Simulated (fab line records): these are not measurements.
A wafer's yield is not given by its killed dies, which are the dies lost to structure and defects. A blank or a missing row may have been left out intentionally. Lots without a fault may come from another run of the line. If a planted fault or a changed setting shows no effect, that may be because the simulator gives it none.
Split-lot trial / flow sky130 / route with 708 steps; 5 lots, 23 wafers read

## THE SPLIT
At SKY_CONTACT_ETCH_16 (etches BARC in N2/H2, stops on SiO2, time 45.9 s, target depth 60 nm), the setting time s was moved away from the recipe's 45.9 s on 8 of the 23 wafers read, by -10.0% to +8.3%. All remaining wafers had this setting at the recipe value.

The reading is taken at the split's own step.

## THE READING
oes product au, in a.u., at SKY_CONTACT_ETCH_16 (etches BARC in N2/H2, stops on SiO2, time 45.9 s, target depth 60 nm). On this fab line, fault-free wafers typically give 0.855 a.u. with a standard deviation of 0.0045 a.u.

wafer=L074.1; tool, chamber at the split=rie diel-03, 3; time s as run, s=45.9; against the recipe=recipe; oes product au, a.u.=0.856; against lot-mates on the recipe=-
wafer=L074.4; tool, chamber at the split=rie diel-03, 0; time s as run, s=45.9; against the recipe=recipe; oes product au, a.u.=0.856; against lot-mates on the recipe=-
wafer=L074.5; tool, chamber at the split=rie diel-03, 2; time s as run, s=45.9; against the recipe=recipe; oes product au, a.u.=0.857; against lot-mates on the recipe=-
wafer=L078.1; tool, chamber at the split=rie diel-04, 1; time s as run, s=45.9; against the recipe=recipe; oes product au, a.u.=0.846; against lot-mates on the recipe=-
wafer=L078.2; tool, chamber at the split=rie diel-04, 0; time s as run, s=45.9; against the recipe=recipe; oes product au, a.u.=0.860; against lot-mates on the recipe=-
wafer=L078.3; tool, chamber at the split=rie diel-04, 2; time s as run, s=45.9; against the recipe=recipe; oes product au, a.u.=0.856; against lot-mates on the recipe=-
wafer=L078.4; tool, chamber at the split=rie diel-04, 2; time s as run, s=45.9; against the recipe=recipe; oes product au, a.u.=0.854; against lot-mates on the recipe=-
wafer=L078.5; tool, chamber at the split=rie diel-04, 0; time s as run, s=45.9; against the recipe=recipe; oes product au, a.u.=0.857; against lot-mates on the recipe=-
wafer=L075.1; tool, chamber at the split=rie diel-03, 1; time s as run, s=45.9; against the recipe=recipe; oes product au, a.u.=0.861; against lot-mates on the recipe=-
wafer=L075.2; tool, chamber at the split=rie diel-03, 2; time s as run, s=41.3; against the recipe=-10.0%; oes product au, a.u.=0.903; against lot-mates on the recipe=+0.044
wafer=L075.3; tool, chamber at the split=rie diel-03, 3; time s as run, s=45.9; against the recipe=recipe; oes product au, a.u.=0.855; against lot-mates on the recipe=-
wafer=L075.4; tool, chamber at the split=rie diel-03, 0; time s as run, s=41.3; against the recipe=-10.0%; oes product au, a.u.=0.915; against lot-mates on the recipe=+0.056
wafer=L075.5; tool, chamber at the split=rie diel-03, 0; time s as run, s=45.9; against the recipe=recipe; oes product au, a.u.=0.860; against lot-mates on the recipe=-
wafer=L080.1; tool, chamber at the split=rie diel-02, 3; time s as run, s=45.9; against the recipe=recipe; oes product au, a.u.=0.858; against lot-mates on the recipe=-
wafer=L080.2; tool, chamber at the split=rie diel-02, 1; time s as run, s=48.98; against the recipe=+6.7%; oes product au, a.u.=0.852; against lot-mates on the recipe=-0.007
wafer=L080.3; tool, chamber at the split=rie diel-02, 2; time s as run, s=48.98; against the recipe=+6.7%; oes product au, a.u.=0.848; against lot-mates on the recipe=-0.011
wafer=L080.5; tool, chamber at the split=rie diel-02, 2; time s as run, s=48.98; against the recipe=+6.7%; oes product au, a.u.=0.849; against lot-mates on the recipe=-0.010
wafer=L080.6; tool, chamber at the split=rie diel-02, 3; time s as run, s=45.9; against the recipe=recipe; oes product au, a.u.=0.859; against lot-mates on the recipe=-
wafer=L084.1; tool, chamber at the split=rie diel-02, 0; time s as run, s=45.9; against the recipe=recipe; oes product au, a.u.=0.853; against lot-mates on the recipe=-
wafer=L084.3; tool, chamber at the split=rie diel-02, 3; time s as run, s=49.73; against the recipe=+8.3%; oes product au, a.u.=0.837; against lot-mates on the recipe=-0.018
wafer=L084.4; tool, chamber at the split=rie diel-02, 0; time s as run, s=49.73; against the recipe=+8.3%; oes product au, a.u.=0.838; against lot-mates on the recipe=-0.017
wafer=L084.5; tool, chamber at the split=rie diel-02, 1; time s as run, s=49.73; against the recipe=+8.3%; oes product au, a.u.=0.838; against lot-mates on the recipe=-0.017
wafer=L084.6; tool, chamber at the split=rie diel-02, 3; time s as run, s=45.9; against the recipe=recipe; oes product au, a.u.=0.856; against lot-mates on the recipe=-

THE FIT
A straight line over all 23 wafers: oes product au changes by -0.00326 a.u. for each +1% of time s; r = -0.89; the points scatter about the line by 0.0083 a.u.
The same after taking each lot's own level away (the mean of its wafers on the recipe; 23 wafers): -0.00316 a.u. for each +1%; r = -0.90; scatter 0.0075 a.u.
That fit puts the effect of the largest move of time s on the reading at 0.032 a.u.
The lots' own levels span 0.8545 to 0.8587 a.u., that is 0.9 times the standard deviation above.
Consequently the slope shifts little with the lot-to-lot level, the two slopes agreeing.
Check: +0.0329 a.u. against its lot-mates is what the line predicts for one of the wafers moved furthest among these (-10.0%) when that wafer is left out of the fit. Against them it came out at +0.0443 a.u.
Tool readings at the split's step, against how far the setting was moved: oes product au r = -0.89.

## OTHER SPLITS APPLIED TO THESE WAFERS
Other splits were also applied to these wafers ahead of the reading. Each is held against what the fit with the lots' levels taken away leaves over:
other split on the same wafers=SKY_SD_P_EXPOSE_04 dose mj; wafers away from the commonest value=9; r with oes product au (lot level and that fit taken away)=+0.52
other split on the same wafers=SKY_SD_P_IMPLANT_09 dose cm2; wafers away from the commonest value=7; r with oes product au (lot level and that fit taken away)=-0.18
other split on the same wafers=SKY_LI_CONTACT_CMP_02 leave above ref nm; wafers away from the commonest value=6; r with oes product au (lot level and that fit taken away)=-0.29
other split on the same wafers=SKY_LI_CONTACT_COAT_07 spin rpm; wafers away from the commonest value=9; r with oes product au (lot level and that fit taken away)=-0.44
other split on the same wafers=SKY_LOCAL_INTERCONNECT_COAT_06 resist thk nm; wafers away from the commonest value=11; r with oes product au (lot level and that fit taken away)=-0.22
other split on the same wafers=SKY_LOCAL_INTERCONNECT_SOFTBAKE_07 temp c; wafers away from the commonest value=10; r with oes product au (lot level and that fit taken away)=-0.03

## FILE'S OWN FIT
oes product au changes by -0.00326 a.u. for each +1% of time s, r = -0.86.
